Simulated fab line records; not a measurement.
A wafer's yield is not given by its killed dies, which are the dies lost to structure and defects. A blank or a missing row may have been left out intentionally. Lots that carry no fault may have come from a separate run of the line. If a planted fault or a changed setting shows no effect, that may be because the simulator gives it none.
Which tool is to blame? :: flow gf180mcu :: 14 lots with 42 wafers sampled at 4 steps, on a route of 602 steps

## WHAT THE GAUGES READ, wafer by wafer
GF_MVPSD_OVL_MEAS_07. Usual: MVPSD_OVL 0.6 nm, standard deviation 1.4.
lot: L850
measured: day 5 03:07
on: overlay-02
MVPSD_OVL (nm): 1.9 1.7 2.2
flag: 

lot: L852
measured: day 5 11:34
on: overlay-01
MVPSD_OVL (nm): 2.1 1.0 0.9
flag: 

lot: L854
measured: day 5 23:27
on: overlay-02
MVPSD_OVL (nm): 0.3 -0.5 0.0
flag: 

lot: L856
measured: day 6 11:38
on: overlay-01
MVPSD_OVL (nm): 1.8 2.7 1.6
flag: 

lot: L857
measured: day 6 17:40
on: overlay-02
MVPSD_OVL (nm): 1.8 1.2 0.6
flag: 

lot: L858
measured: day 7 01:16
on: overlay-02
MVPSD_OVL (nm): 1.4 -0.2 1.7
flag: 

lot: L862
measured: day 8 00:03
on: overlay-01
MVPSD_OVL (nm): -0.7 0.2 1.8
flag: 

lot: L863
measured: day 8 04:58
on: overlay-02
MVPSD_OVL (nm): -2.2 0.0 -1.9
flag: 

lot: L866
measured: day 9 00:19
on: overlay-02
MVPSD_OVL (nm): 0.3 0.0 -0.4
flag: 

lot: L867
measured: day 9 04:20
on: overlay-01
MVPSD_OVL (nm): 1.4 0.6 0.5
flag: 

lot: L869
measured: day 9 21:08
on: overlay-01
MVPSD_OVL (nm): 0.1 -0.6 0.5
flag: 

lot: L871
measured: day 10 08:40
on: overlay-01
MVPSD_OVL (nm): 0.7 0.2 3.5
flag: 

lot: L872
measured: day 10 14:25
on: overlay-01
MVPSD_OVL (nm): 3.3 0.3 0.5
flag: 

lot: L873
measured: day 10 21:13
on: overlay-01
MVPSD_OVL (nm): -0.7 3.1 3.4
flag: 

GF_PSD_CD_MEAS_07 targets a cd of 400 nm. Usual: cd nm 400.2 nm, standard deviation 2.
lot: L850
measured: day 14 07:25
on: cd sem-02
cd nm (nm): 400.2 396.4 398.6
flag: 

lot: L852
measured: day 14 19:17
on: cd sem-02
cd nm (nm): 401.3 403.5 404.2
flag: 

lot: L854
measured: day 15 13:17
on: cd sem-01
cd nm (nm): 397.7 397.1 401.1
flag: 

lot: L856
measured: day 16 08:02
on: cd sem-01
cd nm (nm): 397.1 397.0 397.4
flag: 

lot: L857
measured: day 16 14:17
on: cd sem-02
cd nm (nm): 398.8 401.0 402.1
flag: 

lot: L858
measured: day 17 03:26
on: cd sem-02
cd nm (nm): 401.4 404.0 398.6
flag: 

lot: L862
measured: day 18 07:12
on: cd sem-01
cd nm (nm): 402.8 400.4 402.5
flag: 

lot: L863
measured: day 18 15:05
on: cd sem-02
cd nm (nm): 401.8 399.7 401.8
flag: 

lot: L866
measured: day 20 00:56
on: cd sem-01
cd nm (nm): 399.5 402.0 397.0
flag: 

lot: L867
measured: day 20 05:05
on: cd sem-01
cd nm (nm): 396.4 397.6 398.5
flag: 

lot: L869
measured: day 21 00:37
on: cd sem-02
cd nm (nm): 398.3 402.3 400.7
flag: 

lot: L871
measured: day 21 16:29
on: cd sem-02
cd nm (nm): 403.5 401.8 399.3
flag: 

lot: L872
measured: day 22 01:47
on: cd sem-02
cd nm (nm): 402.2 402.0 401.9
flag: 

lot: L873
measured: day 22 12:06
on: cd sem-02
cd nm (nm): 398.6 399.6 399.2
flag: 

GF_M2_CD_MEAS_14 targets a cd of 280 nm. Usual: cd nm 280.5 nm, standard deviation 1.2.
lot: L850
measured: day 19 06:11
on: cd sem-01
cd nm (nm): 281.6 281.5 280.7
flag: 

lot: L852
measured: day 19 20:32
on: cd sem-01
cd nm (nm): 280.2 280.7 281.8
flag: 

lot: L854
measured: day 20 16:55
on: cd sem-01
cd nm (nm): 280.8 279.9 279.7
flag: 

lot: L856
measured: day 21 18:07
on: cd sem-02
cd nm (nm): 282.7 282.8 281.3
flag: 

lot: L857
measured: day 21 20:23
on: cd sem-02
cd nm (nm): 280.2 281.8 280.3
flag: 

lot: L858
measured: day 22 09:41
on: cd sem-01
cd nm (nm): 279.3 279.3 280.0
flag: 

lot: L862
measured: day 23 17:29
on: cd sem-01
cd nm (nm): 281.0 280.0 280.0
flag: 

lot: L863
measured: day 23 21:13
on: cd sem-02
cd nm (nm): 279.9 279.1 280.9
flag: 

lot: L866
measured: day 25 03:37
on: cd sem-02
cd nm (nm): 278.5 279.9 279.7
flag: 

lot: L867
measured: day 25 06:11
on: cd sem-02
cd nm (nm): 281.4 281.2 280.7
flag: 

lot: L869
measured: day 25 23:28
on: cd sem-02
cd nm (nm): 281.8 281.6 280.4
flag: 

lot: L871
measured: day 26 13:43
on: cd sem-02
cd nm (nm): 278.3 276.8 277.9
flag: 

lot: L872
measured: day 26 22:59
on: cd sem-02
cd nm (nm): 279.6 280.3 281.2
flag: 

lot: L873
measured: day 27 06:18
on: cd sem-02
cd nm (nm): 280.3 279.4 281.0
flag: 

## EACH LOT AND THE TOOL THAT RAN IT (in order: tool; ch and the chambers of the sampled wafers; start)
lot: L850
GF_VT_IMPLANT_DEVELOP_06: litho track-04 ch 0, day 5 16:41

lot: L852
GF_VT_IMPLANT_DEVELOP_06: litho track-04 ch 0, day 6 02:08

lot: L854
GF_VT_IMPLANT_DEVELOP_06: litho track-04 ch 0, day 6 14:40

lot: L856
GF_VT_IMPLANT_DEVELOP_06: litho track-01 ch 0, day 7 03:34

lot: L857
GF_VT_IMPLANT_DEVELOP_06: litho track-03 ch 0, day 7 08:58

lot: L858
GF_VT_IMPLANT_DEVELOP_06: litho track-01 ch 0, day 7 16:46

lot: L862
GF_VT_IMPLANT_DEVELOP_06: litho track-04 ch 0, day 8 16:19

lot: L863
GF_VT_IMPLANT_DEVELOP_06: litho track-03 ch 0, day 8 21:46

lot: L866
GF_VT_IMPLANT_DEVELOP_06: litho track-04 ch 0, day 9 18:05

lot: L867
GF_VT_IMPLANT_DEVELOP_06: litho track-03 ch 0, day 9 21:34

lot: L869
GF_VT_IMPLANT_DEVELOP_06: litho track-01 ch 0, day 10 14:37

lot: L871
GF_VT_IMPLANT_DEVELOP_06: litho track-01 ch 0, day 11 02:55

lot: L872
GF_VT_IMPLANT_DEVELOP_06: litho track-01 ch 0, day 11 08:28

lot: L873
GF_VT_IMPLANT_DEVELOP_06: litho track-04 ch 0, day 11 16:43
- GF_VT_IMPLANT_DEVELOP_06: develop time 60 s.

## AS READ BY THE TOOLS THEMSELVES (means over the sampled wafers that have a number; for cases with no such wafer, the mark the record gives instead)
GF_VT_IMPLANT_DEVELOP_06. Usual: chill plate temp C 23.01 C, standard deviation 0.12; developer temp C 23.00 C, standard deviation 0.098.
lot: L850
tool: litho track-04
chill plate temp C (C): 22.97
developer temp C (C): 23.06
flag: 

lot: L852
tool: litho track-04
chill plate temp C (C): 23.21
developer temp C (C): 22.88
flag: 

lot: L854
tool: litho track-04
chill plate temp C (C): 23.05
developer temp C (C): 22.94
flag: 

lot: L856
tool: litho track-01
chill plate temp C (C): 23.00
developer temp C (C): 22.08
flag: OFF

lot: L857
tool: litho track-03
chill plate temp C (C): 23.06
developer temp C (C): 23.03
flag: 

lot: L858
tool: litho track-01
chill plate temp C (C): 23.00
developer temp C (C): 22.01
flag: OFF

lot: L862
tool: litho track-04
chill plate temp C (C): 22.99
developer temp C (C): 23.03
flag: 

lot: L863
tool: litho track-03
chill plate temp C (C): 23.02
developer temp C (C): 23.03
flag: 

lot: L866
tool: litho track-04
chill plate temp C (C): 22.85
developer temp C (C): 23.05
flag: 

lot: L867
tool: litho track-03
chill plate temp C (C): 22.87
developer temp C (C): 23.05
flag: 

lot: L869
tool: litho track-01
chill plate temp C (C): 22.95
developer temp C (C): 22.87
flag: 

lot: L871
tool: litho track-01
chill plate temp C (C): 22.95
developer temp C (C): 22.86
flag: 

lot: L872
tool: litho track-01
chill plate temp C (C): 23.16
developer temp C (C): 23.02
flag: 

lot: L873
tool: litho track-04
chill plate temp C (C): 23.02
developer temp C (C): 23.00
flag: 

## THE ANSWER, worked out from the rows above alone
Rule: a lot counts as off when the mean over its wafers that have a number is more than 3 standard deviations away from the usual mean. Also off: a lot with no number at a reading for which 4 or more lots have one. Any other lot the step has rows for is counted as sound. The gauges are gone through in route order, then the tools' own readings, and for those a lot's mean is taken as printed above. The first step at which some lot is off is used, and at that step the reading that is off furthest; a lot without a number counts as furthest.
Off at GF_VT_IMPLANT_DEVELOP_06 (developer temp C): L856, L858.
A tool fits if, at that step or a process step before it, it ran every lot that is off, and no sound lot after the first of them. None of those tried fits.

## WHAT WAS PUT IN BY THE SIMULATOR
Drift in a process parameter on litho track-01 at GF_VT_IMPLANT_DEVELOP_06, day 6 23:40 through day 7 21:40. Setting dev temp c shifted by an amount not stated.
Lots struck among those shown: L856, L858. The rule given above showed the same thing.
